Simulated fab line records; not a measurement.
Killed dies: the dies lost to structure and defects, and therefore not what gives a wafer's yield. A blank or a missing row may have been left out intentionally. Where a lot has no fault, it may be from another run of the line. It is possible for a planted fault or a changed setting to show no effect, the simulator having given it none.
fab line records    flow gf180mcu    part 1 of 2: steps 1 to 27 of 37
record lots=5  wafers=15  lastDay=33
route steps=602 shown HV_LDD@201 NSD@235
lots that met no fault: taken from a fault-free run of the same line
startH: hours from the record's first day to the start of the lot's first wafer shown    waitH: time in hours since the lot's previous step    " identical to the entry in the row above    L1.1+2: a single row standing in for several wafers    - no value, or no start was given    * or withheld: withheld    < > ~ a bound
route shown NAME@n: names a module that has steps shown in the file, with the first one's number in the route    usual: mean and standard deviation over wafers with no fault    same: alike in all rows    chamber/n: place in a boat    sites: per-site readings    _std_site: standard deviation of those values    _edge_site: inner sites' mean taken away from outer sites' mean    radiusMm: how far each site lies from the wafer's centre    mask NAME#n: copy n    behind: the last tool/chamber to shape the wafer    hold: reason for holding the lot/hours on hold/outcome of the hold    device: names the non-switching transistor (n, p or np)    end of line: the route-end tests of the same wafers    step lacking rows: just its recipe    killed: dies that structure and defects cost at the first sort, which is not the same as the wafer's yield    map: dies across one wafer; x = killed, . = not, _ = none there
set.NAME: the setting as run; set.NAME@STEP: as run at that earlier step    model.NAME: the simulator's own value behind a step, which no gauge read
certain route steps with their lots: each step a table, each wafer a row
services: the hour from which a tool's chamber was out of use, counted from the record's first day as startH (under 0 if before that day), plus the number of hours and why
## steps
# step GF_HV_LDD_HMDS_25
# recipe primeTimeS=60  primeTempC=120
lot.wafer   tool           chamber  startH  waitH
L075.1+3+4  lithoTrack-04  0        258.47  0.1
L078.1+5+6  lithoTrack-01  0        270.13  0.1
L085.2+5+6  lithoTrack-04  0        325.95  0.1
L088.1+2+5  lithoTrack-01  0        353.28  0.1
L089.2+4+6  lithoTrack-04  0        369.85  0.1
# step GF_HV_LDD_COAT_26
# recipe resist=NOVOLAK  spinRpm=3000  resistThkNm=1000
lot.wafer   tool           chamber  startH  waitH
L075.1+3+4  lithoTrack-04  0        258.62  0.1
L078.1+5+6  lithoTrack-01  0        270.28  0.1
L085.2+5+6  lithoTrack-04  0        326.10  0.1
L088.1+2+5  lithoTrack-01  0        353.43  0.1
L089.2+4+6  lithoTrack-04  0        370.00  0.1
# step GF_HV_LDD_SOFTBAKE_27
# recipe tempC=90  timeS=60  resist=NOVOLAK
# usual plateTempC=89.99/0.12
lot.wafer  tool           chamber  startH  waitH  plateTempC
L075.1     lithoTrack-04  0        258.77  0.1    90.07
L075.3     "              0        "       "      90.18
L075.4     "              0        "       "      90.16
L078.1     lithoTrack-01  0        270.43  0.1    89.87
L078.5     "              0        "       "      89.91
L078.6     "              0        "       "      89.76
L085.2     lithoTrack-04  0        326.25  0.1    90.13
L085.5     "              0        "       "      89.98
L085.6     "              0        "       "      89.87
L088.1     lithoTrack-01  0        353.58  0.1    90.11
L088.2     "              0        "       "      89.97
L088.5     "              0        "       "      90.19
L089.2     lithoTrack-04  0        370.15  0.1    90.06
L089.4     "              0        "       "      90.05
L089.6     "              0        "       "      90.26
# step GF_HV_LDD_EXPOSE_28
# recipe maskId=Nplus_HV_AREA  targetCdNm=400  na=0.6  sourceShape=conventional  sigmaOuter=0.6  doseMj=140
# usual exposureDoseMJCm2=140.03/0.12  reticleTempC=23.02/0.11
# same na=0.6
lot.wafer  tool             chamber  startH  waitH  mask             exposureDoseMJCm2  reticleTempC
L075.1     ilineStepper-02  0        -       -      Nplus_HV_AREA#0  139.91             23.04
L075.3     "                0        "       "      Nplus_HV_AREA#0  140.04             22.83
L075.4     "                0        "       "      Nplus_HV_AREA#0  139.91             23.16
L078.1     ilineStepper-01  0        -       -      Nplus_HV_AREA#0  140.06             23.23
L078.5     "                0        "       "      Nplus_HV_AREA#0  140.06             23.19
L078.6     "                0        "       "      Nplus_HV_AREA#0  139.88             23.08
L085.2     ilineStepper-01  0        -       -      Nplus_HV_AREA#0  140.13             22.91
L085.5     "                0        "       "      Nplus_HV_AREA#0  140.08             23.09
L085.6     "                0        "       "      Nplus_HV_AREA#0  140.14             23.00
L088.1     ilineStepper-02  0        -       -      Nplus_HV_AREA#0  139.90             23.00
L088.2     "                0        "       "      Nplus_HV_AREA#0  140.02             23.01
L088.5     "                0        "       "      Nplus_HV_AREA#0  139.97             23.02
L089.2     ilineStepper-01  0        -       -      Nplus_HV_AREA#0  140.16             22.95
L089.4     "                0        "       "      Nplus_HV_AREA#0  140.27             22.86
L089.6     "                0        "       "      Nplus_HV_AREA#0  140.13             22.99
# step GF_HV_LDD_PEB_29
# recipe tempC=withheld  timeS=*  resist=NOVOLAK
lot.wafer   tool           chamber  startH  waitH
L075.1+3+4  lithoTrack-01  0        -       -
L078.1+5+6  lithoTrack-03  0        -       -
L085.2+5+6  lithoTrack-03  0        -       -
L088.1+2+5  lithoTrack-04  0        -       -
L089.2+4+6  lithoTrack-04  0        -       -
# step GF_HV_LDD_DEVELOP_30
# recipe developTimeS=60  devTempC=23
# same developTimeS=60
lot.wafer   tool           chamber  startH  waitH
L075.1+3+4  lithoTrack-01  0        268.13  0.1
L078.1+5+6  lithoTrack-03  0        280.26  0.1
L085.2+5+6  lithoTrack-03  0        335.93  0.1
L088.1+2+5  lithoTrack-04  0        364.92  0.1
L089.2+4+6  lithoTrack-04  0        380.15  0.1
# step GF_HV_LDD_CD_MEAS_31
# recipe targetCdNm=400
# usual cdNm=399.7/2.5
lot.wafer  tool      chamber  startH  waitH  cdNm
L075.1     cdSem-02  -        268.28  0.1    399.3
L075.3     "         -        "       "      397.6
L075.4     "         -        "       "      401.9
L078.1     cdSem-01  -        280.41  0.1    400.6
L078.5     "         -        "       "      400.0
L078.6     "         -        "       "      401.5
L085.2     cdSem-02  -        336.08  0.1    397.9
L085.5     "         -        "       "      397.4
L085.6     "         -        "       "      397.4
L088.1     cdSem-02  -        365.07  0.1    401.5
L088.2     "         -        "       "      406.1
L088.5     "         -        "       "      402.8
L089.2     cdSem-01  -        380.29  0.1    398.3
L089.4     "         -        "       "      399.1
L089.6     "         -        "       "      395.8
# step GF_HV_LDD_OVL_MEAS_32
# usual HV_LDD_02_OVL=0.7/1.3
lot.wafer  tool        chamber  startH  waitH  HV_LDD_02_OVL[nm]
L075.1     overlay-01  -        268.40  0.1    1.4
L075.3     "           -        "       "      1.3
L075.4     "           -        "       "      0.9
L078.1     overlay-01  -        280.53  0.1    1.4
L078.5     "           -        "       "      0.6
L078.6     "           -        "       "      -0.1
L085.2     overlay-02  -        336.18  0.1    1.2
L085.5     "           -        "       "      0.4
L085.6     "           -        "       "      -0.1
L088.1     overlay-02  -        365.19  0.1    1.8
L088.2     "           -        "       "      -0.4
L088.5     "           -        "       "      -0.7
L089.2     overlay-02  -        380.40  0.1    0.2
L089.4     "           -        "       "      1.0
L089.6     "           -        "       "      1.1
# step GF_HV_LDD_IMPLANT_33
# recipe species=P  energyKev=60  doseCm2=7.5e+12  tiltDeg=30  rotationDeg=0
# usual beamOnS=10.02/0.21  rotationDeg=0.001/0.02
lot.wafer  tool          chamber  startH  waitH  beamOnS  rotationDeg
L075.1     implanter-04  0        268.44  0.0    9.94     0.003
L075.3     "             0        "       "      10.29    -0.011
L075.4     "             0        "       "      9.64     0.023
L078.1     implanter-01  0        280.56  0.0    9.99     -0.002
L078.5     "             0        "       "      9.91     -0.026
L078.6     "             0        "       "      9.91     -0.027
L085.2     implanter-03  0        336.24  0.0    10.05    0.002
L085.5     "             0        "       "      10.17    0.000
L085.6     "             0        "       "      10.45    -0.008
L088.1     implanter-04  0        365.23  0.0    9.88     -0.012
L088.2     "             0        "       "      9.95     0.014
L088.5     "             0        "       "      10.04    -0.017
L089.2     implanter-04  0        380.45  0.0    9.62     0.009
L089.4     "             0        "       "      10.24    -0.017
L089.6     "             0        "       "      10.54    0.005
# step GF_HV_LDD_IMPLANT_34
# recipe species=P  energyKev=60  doseCm2=7.5e+12  tiltDeg=30  rotationDeg=90
# usual beamOnS=9.99/0.21  rotationDeg=90.001/0.024
lot.wafer  tool          chamber  startH  waitH  beamOnS  rotationDeg
L075.1     implanter-04  0        268.59  0.1    9.61     90.009
L075.3     "             0        "       "      10.00    90.000
L075.4     "             0        "       "      10.09    90.025
L078.1     implanter-01  0        280.71  0.1    10.11    89.969
L078.5     "             0        "       "      10.31    89.962
L078.6     "             0        "       "      10.09    90.018
L085.2     implanter-03  0        336.39  0.1    9.92     89.999
L085.5     "             0        "       "      10.08    89.964
L085.6     "             0        "       "      10.06    90.025
L088.1     implanter-04  0        365.38  0.1    10.05    90.033
L088.2     "             0        "       "      9.91     89.987
L088.5     "             0        "       "      10.08    90.006
L089.2     implanter-04  0        380.60  0.1    9.92     89.992
L089.4     "             0        "       "      10.28    89.956
L089.6     "             0        "       "      9.88     89.991
# step GF_HV_LDD_IMPLANT_35
# recipe species=P  energyKev=60  doseCm2=7.5e+12  tiltDeg=30  rotationDeg=180
# usual beamOnS=9.98/0.18  rotationDeg=180.00/0.044
lot.wafer  tool          chamber  startH  waitH  beamOnS  rotationDeg
L075.1     implanter-04  0        268.74  0.1    9.72     179.92
L075.3     "             0        "       "      9.75     180.01
L075.4     "             0        "       "      9.67     179.98
L078.1     implanter-01  0        280.86  0.1    10.17    180.00
L078.5     "             0        "       "      9.77     179.98
L078.6     "             0        "       "      10.17    180.03
L085.2     implanter-03  0        336.54  0.1    10.04    180.05
L085.5     "             0        "       "      9.87     179.91
L085.6     "             0        "       "      9.87     179.97
L088.1     implanter-04  0        365.53  0.1    9.98     179.97
L088.2     "             0        "       "      9.95     180.11
L088.5     "             0        "       "      10.28    180.02
L089.2     implanter-04  0        380.75  0.1    9.74     180.02
L089.4     "             0        "       "      10.05    180.03
L089.6     "             0        "       "      9.73     179.95
# step GF_HV_LDD_IMPLANT_36
# recipe species=P  energyKev=60  doseCm2=7.5e+12  tiltDeg=30  rotationDeg=270
# usual beamOnS=10.01/0.2  rotationDeg=270.00/0.066
lot.wafer  tool          chamber  startH  waitH  beamOnS  rotationDeg
L075.1     implanter-04  0        268.89  0.1    10.01    269.94
L075.3     "             0        "       "      9.72     270.06
L075.4     "             0        "       "      10.12    269.98
L078.1     implanter-01  0        281.01  0.1    10.20    269.95
L078.5     "             0        "       "      10.13    269.95
L078.6     "             0        "       "      9.94     270.03
L085.2     implanter-03  0        336.69  0.1    10.25    269.86
L085.5     "             0        "       "      9.98     269.90
L085.6     "             0        "       "      10.27    269.91
L088.1     implanter-04  0        365.68  0.1    9.93     269.92
L088.2     "             0        "       "      10.23    269.96
L088.5     "             0        "       "      10.05    269.98
L089.2     implanter-04  0        380.90  0.1    10.13    269.95
L089.4     "             0        "       "      10.39    269.92
L089.6     "             0        "       "      10.18    269.95
# step GF_HV_LDD_STRIP_37
# recipe chemistry=O2/N2  powerW=1400  pressureMtorr=1500  platenTempC=250  o2FlowSccm=3000  n2FlowSccm=300  overashFraction=0.5
# usual drypumpMotorCurrentA=5.7/0.35  heaterPowerW=339/19  n2FlowSccm=300.1/0.84  oesProductAu=0.716/0.0042  stripTimeToEndpointS=12.64/0.036
lot.wafer  tool            chamber  startH  waitH  drypumpMotorCurrentA  heaterPowerW  n2FlowSccm  oesProductAu  rfHoursCounterH  stripTimeToEndpointS
L075.1     plasmaAsher-04  1        269.04  0.1    5.1                   340           299.5       0.716         65               12.71
L075.3     "               0        "       "      5.8                   306           300.0       0.718         -                12.72
L075.4     "               1        "       "      5.1                   327           299.1       0.717         -                12.71
L078.1     plasmaAsher-03  0        281.16  0.1    6.0                   370           300.3       0.719         16               12.60
L078.5     "               0        "       "      6.0                   362           301.0       0.724         -                12.60
L078.6     "               1        "       "      5.3                   336           299.8       0.716         -                12.58
L085.2     plasmaAsher-02  1        336.81  0.1    5.7                   330           299.9       0.720         57               12.66
L085.5     "               1        "       "      5.7                   325           297.7       0.713         -                12.63
L085.6     "               0        "       "      6.2                   332           299.4       0.720         -                12.66
L088.1     plasmaAsher-03  1        365.83  0.1    5.4                   343           299.9       0.714         24               12.60
L088.2     "               0        "       "      6.0                   362           300.1       0.724         24               12.63
L088.5     "               1        "       "      5.3                   343           298.9       0.717         -                12.65
L089.2     plasmaAsher-04  1        381.03  0.1    5.1                   329           301.1       0.719         77               12.64
L089.4     "               1        "       "      5.1                   332           300.6       0.723         -                12.64
L089.6     "               0        "       "      5.8                   303           299.8       0.716         -                12.63
# step GF_HV_LDD_TW_MEAS_38
# usual HV_LDD_3_TW=1428/16
lot.wafer  tool          chamber  startH  waitH  HV_LDD_3_TW
L075.1     filmMetro-03  -        269.14  0.1    1415
L075.3     "             -        "       "      1417
L075.4     "             -        "       "      1423
L078.1     filmMetro-01  -        281.26  0.1    1443
L078.5     "             -        "       "      1439
L078.6     "             -        "       "      1437
L085.2     filmMetro-01  -        336.92  0.1    1437
L085.5     "             -        "       "      1455
L085.6     "             -        "       "      1441
L088.1     filmMetro-03  -        365.93  0.1    1424
L088.2     "             -        "       "      1423
L088.5     "             -        "       "      1423
L089.2     filmMetro-03  -        381.14  0.1    1423
L089.4     "             -        "       "      1433
L089.6     "             -        "       "      1432
# step GF_HV_LDD_DEHYDRATE_39
# recipe tempC=200  timeS=60
# usual plateTempC=199.99/0.14
lot.wafer  tool           chamber  startH  waitH  plateTempC
L075.1     lithoTrack-01  0        277.68  8.5    199.98
L075.3     "              0        "       "      200.05
L075.4     "              0        "       "      199.80
L078.1     lithoTrack-04  0        289.67  8.4    200.03
L078.5     "              0        "       "      200.15
L078.6     "              0        "       "      200.22
L085.2     lithoTrack-01  0        347.05  10.1   200.06
L085.5     "              0        "       "      199.95
L085.6     "              0        "       "      200.05
L088.1     lithoTrack-03  0        376.06  10.1   200.21
L088.2     "              0        "       "      199.90
L088.5     "              0        "       "      200.21
L089.2     lithoTrack-04  0        392.15  11.0   200.02
L089.4     "              0        "       "      200.17
L089.6     "              0        "       "      199.90
# step GF_HV_LDD_HMDS_40
# recipe primeTimeS=60  primeTempC=120
lot.wafer   tool           chamber  startH  waitH
L075.1+3+4  lithoTrack-01  0        277.83  0.1
L078.1+5+6  lithoTrack-04  0        289.82  0.1
L085.2+5+6  lithoTrack-01  0        347.20  0.1
L088.1+2+5  lithoTrack-03  0        376.21  0.1
L089.2+4+6  lithoTrack-04  0        392.30  0.1
# step GF_HV_LDD_COAT_41
# recipe resist=NOVOLAK  spinRpm=3000  resistThkNm=1000
lot.wafer   tool           chamber  startH  waitH
L075.1+3+4  lithoTrack-01  0        277.98  0.1
L078.1+5+6  lithoTrack-04  0        289.97  0.1
L085.2+5+6  lithoTrack-01  0        347.35  0.1
L088.1+2+5  lithoTrack-03  0        376.36  0.1
L089.2+4+6  lithoTrack-04  0        392.45  0.1
# step GF_HV_LDD_SOFTBAKE_42
# recipe tempC=90  timeS=60  resist=NOVOLAK
# usual plateTempC=90.01/0.15
lot.wafer  tool           chamber  startH  waitH  plateTempC
L075.1     lithoTrack-01  0        278.13  0.1    89.90
L075.3     "              0        "       "      89.91
L075.4     "              0        "       "      90.18
L078.1     lithoTrack-04  0        290.12  0.1    90.28
L078.5     "              0        "       "      90.03
L078.6     "              0        "       "      90.08
L085.2     lithoTrack-01  0        347.50  0.1    90.04
L085.5     "              0        "       "      89.87
L085.6     "              0        "       "      90.09
L088.1     lithoTrack-03  0        376.51  0.1    90.07
L088.2     "              0        "       "      89.81
L088.5     "              0        "       "      89.95
L089.2     lithoTrack-04  0        392.60  0.1    90.08
L089.4     "              0        "       "      90.10
L089.6     "              0        "       "      89.94
# step GF_HV_LDD_EXPOSE_43
# recipe maskId=Pplus_HV_AREA  targetCdNm=400  na=0.6  sourceShape=conventional  sigmaOuter=0.6  doseMj=140
# usual exposureDoseMJCm2=139.99/0.15  reticleTempC=22.99/0.12
# same na=0.6
lot.wafer  tool             chamber  startH  waitH  mask             exposureDoseMJCm2  reticleTempC
L075.1     ilineStepper-02  0        -       -      Pplus_HV_AREA#0  140.04             23.12
L075.3     "                0        "       "      Pplus_HV_AREA#0  140.19             23.16
L075.4     "                0        "       "      Pplus_HV_AREA#0  140.34             23.05
L078.1     ilineStepper-01  0        -       -      Pplus_HV_AREA#0  140.02             23.06
L078.5     "                0        "       "      Pplus_HV_AREA#0  140.04             22.96
L078.6     "                0        "       "      Pplus_HV_AREA#0  140.06             22.98
L085.2     ilineStepper-02  0        -       -      Pplus_HV_AREA#0  140.02             23.16
L085.5     "                0        "       "      Pplus_HV_AREA#0  139.83             23.05
L085.6     "                0        "       "      Pplus_HV_AREA#0  139.79             22.91
L088.1     ilineStepper-01  0        -       -      Pplus_HV_AREA#0  139.99             22.80
L088.2     "                0        "       "      Pplus_HV_AREA#0  140.15             22.95
L088.5     "                0        "       "      Pplus_HV_AREA#0  139.80             22.77
L089.2     ilineStepper-01  0        -       -      Pplus_HV_AREA#0  140.01             23.28
L089.4     "                0        "       "      Pplus_HV_AREA#0  140.15             23.26
L089.6     "                0        "       "      Pplus_HV_AREA#0  140.24             23.21
# step GF_HV_LDD_PEB_44
# recipe tempC=withheld  timeS=*  resist=NOVOLAK
lot.wafer   tool           chamber  startH  waitH
L075.1+3+4  lithoTrack-01  0        -       -
L078.1+5+6  lithoTrack-03  0        -       -
L085.2+5+6  lithoTrack-03  0        -       -
L088.1+2+5  lithoTrack-03  0        -       -
L089.2+4+6  lithoTrack-01  0        -       -
# step GF_HV_LDD_DEVELOP_45
# recipe developTimeS=60  devTempC=23
# same developTimeS=60
lot.wafer   tool           chamber  startH  waitH
L075.1+3+4  lithoTrack-01  0        286.48  0.1
L078.1+5+6  lithoTrack-03  0        299.81  0.1
L085.2+5+6  lithoTrack-03  0        357.23  0.1
L088.1+2+5  lithoTrack-03  0        388.01  0.1
L089.2+4+6  lithoTrack-01  0        403.25  0.1
# step GF_HV_LDD_CD_MEAS_46
# recipe targetCdNm=400
# usual cdNm=400.1/2.2
lot.wafer  tool      chamber  startH  waitH  cdNm
L075.1     cdSem-02  -        286.63  0.1    399.1
L075.3     "         -        "       "      396.8
L075.4     "         -        "       "      398.8
L078.1     cdSem-02  -        299.96  0.1    400.0
L078.5     "         -        "       "      401.3
L078.6     "         -        "       "      399.2
L085.2     cdSem-02  -        357.38  0.1    395.9
L085.5     "         -        "       "      396.9
L085.6     "         -        "       "      396.0
L088.1     cdSem-02  -        388.20  0.2    400.9
L088.2     "         -        "       "      397.9
L088.5     "         -        "       "      402.0
L089.2     cdSem-01  -        403.40  0.1    399.4
L089.4     "         -        "       "      399.5
L089.6     "         -        "       "      397.9
# step GF_HV_LDD_OVL_MEAS_47
# usual HV_LDD_03_OVL=0.3/1.1
lot.wafer  tool        chamber  startH  waitH  HV_LDD_03_OVL[nm]
L075.1     overlay-01  -        286.75  0.1    1.1
L075.3     "           -        "       "      2.9
L075.4     "           -        "       "      4.3
L078.1     overlay-02  -        300.08  0.1    1.5
L078.5     "           -        "       "      -0.1
L078.6     "           -        "       "      0.7
L085.2     overlay-01  -        357.48  0.1    0.2
L085.5     "           -        "       "      -0.3
L085.6     "           -        "       "      0.7
L088.1     overlay-02  -        388.32  0.1    -0.3
L088.2     "           -        "       "      -0.5
L088.5     "           -        "       "      -0.8
L089.2     overlay-02  -        403.50  0.1    0.3
L089.4     "           -        "       "      0.0
L089.6     "           -        "       "      0.5
# step GF_HV_LDD_IMPLANT_48
# recipe species=B  energyKev=25  doseCm2=3e+13  tiltDeg=7
# usual beamOnS=9.99/0.19
lot.wafer  tool          chamber  startH  waitH  beamOnS
L075.1     implanter-04  0        286.79  0.0    10.26
L075.3     "             0        "       "      9.96
L075.4     "             0        "       "      9.92
L078.1     implanter-04  0        300.11  0.0    9.90
L078.5     "             0        "       "      10.07
L078.6     "             0        "       "      10.20
L085.2     implanter-01  0        357.54  0.0    10.45
L085.5     "             0        "       "      9.93
L085.6     "             0        "       "      9.90
L088.1     implanter-01  0        388.35  0.0    10.24
L088.2     "             0        "       "      10.13
L088.5     "             0        "       "      9.61
L089.2     implanter-03  0        403.56  0.0    9.69
L089.4     "             0        "       "      9.60
L089.6     "             0        "       "      10.39
# step GF_HV_LDD_STRIP_49
# recipe chemistry=O2/N2  powerW=1400  pressureMtorr=1500  platenTempC=250  o2FlowSccm=3000  n2FlowSccm=300  overashFraction=0.5
# usual drypumpMotorCurrentA=5.7/0.36  heaterPowerW=335/20  n2FlowSccm=299.8/0.84  oesProductAu=0.715/0.0042  stripTimeToEndpointS=12.64/0.038
lot.wafer  tool            chamber  startH  waitH  drypumpMotorCurrentA  heaterPowerW  n2FlowSccm  oesProductAu  rfHoursCounterH  stripTimeToEndpointS
L075.1     plasmaAsher-04  0        286.94  0.1    5.8                   309           299.3       0.714         67               12.66
L075.3     "               1        "       "      5.1                   340           300.2       0.717         -                12.69
L075.4     "               0        "       "      5.8                   304           297.9       0.721         -                12.69
L078.1     plasmaAsher-03  1        300.26  0.1    5.4                   332           299.9       0.715         18               12.61
L078.5     "               0        "       "      6.0                   373           300.4       0.713         -                12.65
L078.6     "               1        "       "      5.4                   348           301.2       0.715         -                12.62
L085.2     plasmaAsher-04  1        357.66  0.1    5.1                   343           300.1       0.715         75               12.57
L085.5     "               1        "       "      5.1                   332           299.5       0.715         -                12.60
L085.6     "               0        "       "      5.8                   295           297.5       0.715         -                12.61
L088.1     plasmaAsher-03  0        388.50  0.1    6.0                   360           298.9       0.715         27               12.63
L088.2     "               1        "       "      5.3                   348           299.3       0.718         27               12.60
L088.5     "               1        "       "      5.3                   345           301.2       0.717         -                12.63
L089.2     plasmaAsher-02  0        403.68  0.1    6.2                   348           299.4       0.717         64               12.68
L089.4     "               0        "       "      6.2                   343           299.1       0.718         -                12.71
L089.6     "               1        "       "      5.7                   328           300.1       0.711         -                12.68
# step GF_HV_LDD_TW_MEAS_50
# usual HV_LDD_4_TW=567/6
lot.wafer  tool          chamber  startH  waitH  HV_LDD_4_TW
L075.1     filmMetro-01  -        287.04  0.1    569
L075.3     "             -        "       "      568
L075.4     "             -        "       "      575
L078.1     filmMetro-03  -        300.41  0.1    570
L078.5     "             -        "       "      567
L078.6     "             -        "       "      569
L085.2     filmMetro-01  -        357.77  0.1    573
L085.5     "             -        "       "      572
L085.6     "             -        "       "      568
L088.1     filmMetro-03  -        388.60  0.1    563
L088.2     "             -        "       "      567
L088.5     "             -        "       "      565
L089.2     filmMetro-01  -        403.79  0.1    569
L089.4     "             -        "       "      571
L089.6     "             -        "       "      570
# step GF_HV_LDD_CLEAN_51
# recipe chemistry=SC1/SC2  mix=1:4:20  tempC=70  timeS=150  dry=n2Spin
lot.wafer   tool         chamber  startH  waitH
L075.1+3+4  wetBench-04  2        287.10  0.1
L078.1+5+6  wetBench-04  0        300.47  0.1
L085.2+5+6  wetBench-01  3        357.82  0.0
L088.1+2+5  wetBench-04  3        388.66  0.1
L089.2+4+6  wetBench-01  1        403.84  0.0
